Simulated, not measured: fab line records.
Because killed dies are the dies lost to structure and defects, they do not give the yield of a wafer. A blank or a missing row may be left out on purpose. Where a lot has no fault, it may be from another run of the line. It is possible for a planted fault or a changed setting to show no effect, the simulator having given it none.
Chamber matching    flow gf180mcu    3 sister chambers for GF_PASSIVATION_CVD_00 on pecvd-03
The step deposits SiO2 from TEOS, target thk 1000 nm, time 111.95 s. 6 wafers are shown with their chamber, then 8 later ones without.

## WAFERS WITH THEIR CHAMBER
wafer   chamber  heater_power_w (W)
L431.4  1        725
L432.2  1        741
L432.4  0        584
L435.1  0        612
L435.4  2        615
L437.1  2        652

## WAFERS WITH NO CHAMBER GIVEN
wafer   heater_power_w (W)
L437.2  757
L437.5  616
L442.2  773
L442.3  622
L442.5  568
L448.1  592
L448.2  640
L448.6  667

## WHICH CHAMBER EACH ONE RAN IN
wafer   from the rows above           in truth
L437.2  1                             1
L437.5  can't be placed: 2 or 0       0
L442.2  1                             1
L442.3  can't be placed: 2 or 0       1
L442.5  can't be placed: 0 or 2       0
L448.1  can't be placed: 0 or 2       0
L448.2  can't be placed: 2 or 0       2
L448.6  can't be placed: 2 or 1 or 0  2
Placed correctly: 2 of 8. These rows do not allow placing 6 (true chamber among the candidates in 5). Placed wrongly: 0.
How it was worked out, from the rows above alone: a wafer's distance from a chamber is the root of the sum, over the readings, of the square of ((its reading less the chamber's mean) divided by the reading's scatter). If the next closest chamber is less than 2 further off than the closest, the wafer can't be placed; otherwise it belongs to the closest. A chamber's mean is the mean of its shown wafers. The scatter: take each reading less its chamber's mean, square it, sum over the shown wafers, divide by the number of wafers less the number of chambers, and take the root.
